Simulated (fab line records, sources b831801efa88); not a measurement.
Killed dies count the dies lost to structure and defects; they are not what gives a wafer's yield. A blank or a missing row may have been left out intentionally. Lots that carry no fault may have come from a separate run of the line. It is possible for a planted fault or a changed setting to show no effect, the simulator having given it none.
Comparing a struck lot with a sound one	flow sky130	22 out of 708 route steps
Sound: these wafers, L732.1, L732.3, L732.5. Wafers struck: L739.3, L739.4, L739.6. The cause is given at the end.
Each step with rows lists, per side, the tool, then ch with its chambers, then its first start. Under that, the readings that differ: sound wafers	struck wafers	difference of the means	sigmas: that difference in standard deviations of wafers without a fault.
alike: readings whose means differ by less than 2 such deviations, and words and numbers that are the same on both sides. not compared: withheld readings, readings that some wafer has no value for, bounds like >300 that may hide the same value, and numbers for which the record gives no deviation and whose values overlap.
The two part at a step that has a row with sigmas, a row that says differs or no value, or rows on one side only. Non-overlapping numbers with no deviation appear without sigmas and do not part them. Lack of a reading on every wafer of one side parts them only where that side has two or more wafers.

first, 8 steps without rows for these wafers: SKY_DNWELL_DEHYDRATE_00 (time 60 s); SKY_DNWELL_HMDS_01 (prime time 60 s); SKY_DNWELL_COAT_02 (resist thk 3000 nm); SKY_DNWELL_SOFTBAKE_03; SKY_DNWELL_EXPOSE_04 (exposes mask DNM, target cd 3000 nm); SKY_DNWELL_PEB_05; SKY_DNWELL_DEVELOP_06 (develop time 60 s); SKY_DNWELL_IMPLANT_07.
SKY_DNWELL_STRIP_08: strips in O2/N2.
  sound on plasma-asher-03 ch 0,1, day 3 18:50; struck on plasma-asher-02 ch 0,1, day 5 06:41
  alike: drypump-motor-current-A, oes-product-au, strip-time-to-endpoint-s
  not compared: rf-hours-counter-h
SKY_DNWELL_TW_MEAS_09:
  struck on film-metro-03, day 5 06:46; sound on film-metro-04, day 3 18:56
reading	sound	struck	difference	sigmas
DNWELL_TW	1125 1125 1127	1107 1099 1106	-22	-3
then, 2 steps without rows for these wafers: SKY_PWDE_DEHYDRATE_00 (time 60 s); SKY_PWDE_HMDS_01 (prime time 60 s).
SKY_PWDE_COAT_02: resist thk 3000 nm.
  sound on litho-track-01 ch 0, day 4 02:05; struck on litho-track-01 ch 0, day 5 15:08
reading	sound	struck	difference	sigmas
model.coat_of_PWDE_COAT_02.thk-nm (nm)	2997 2997 2994	758.9 759.5 759.8	-2236.6	
  alike: resist-line-temp-C
then, 3 steps without rows for these wafers: SKY_PWDE_SOFTBAKE_03; SKY_PWDE_EXPOSE_04 (exposes mask PWDEM, target cd 840 nm); SKY_PWDE_PEB_05.
SKY_PWDE_DEVELOP_06: develop time 60 s.
  sound on litho-track-01 ch 0; struck on litho-track-02 ch 0
reading	sound	struck	difference	sigmas
model.coat_of_PWDE_COAT_02.thk-nm (nm)	2992 2993 2989	754.6 755.2 755.6	-2236.2	
  alike: resist-line-temp-C
SKY_PWDE_OVL_MEAS_07:
  struck on overlay-02, day 6 01:01; sound on overlay-01, day 4 10:29
  alike: PWDE_OVL
after that, 1 step had no rows for these wafers: SKY_PWDE_IMPLANT_08.
SKY_PWDE_STRIP_09: strips in O2/N2.
  sound on plasma-asher-04 ch 0,1, day 4 10:40; struck on plasma-asher-03 ch 0,1, day 6 01:14
reading	sound	struck	difference	sigmas
oes-product-au (a.u.)	0.729 0.727 0.727	0.666 0.670 0.667	-0.060	-14
strip-time-to-endpoint-s (s)	36.86 36.86 36.82	10.42 10.41 10.42	-26.43	-99 or more
  alike: drypump-motor-current-A
  not compared: rf-hours-counter-h
SKY_PWDE_TW_MEAS_10:
  struck on film-metro-03, day 6 01:19; sound on film-metro-04, day 4 10:46
  alike: PWDE_TW
-- the record jumps here: 42 days lie between the struck wafers' starts before and after (it left off in module PWDE and takes up again in module PAD_OPEN, whose first step shown is number 708 of the route) --
SKY_PAD_OPEN_PROBE_99:
  the record has rows for the struck wafers here (prober-02, day 48 03:34) and none for the sound ones

## WHERE THEY PART
Earliest at SKY_DNWELL_TW_MEAS_09; latest, in this record, at SKY_PAD_OPEN_PROBE_99.

WHY: the cause the simulator had injected
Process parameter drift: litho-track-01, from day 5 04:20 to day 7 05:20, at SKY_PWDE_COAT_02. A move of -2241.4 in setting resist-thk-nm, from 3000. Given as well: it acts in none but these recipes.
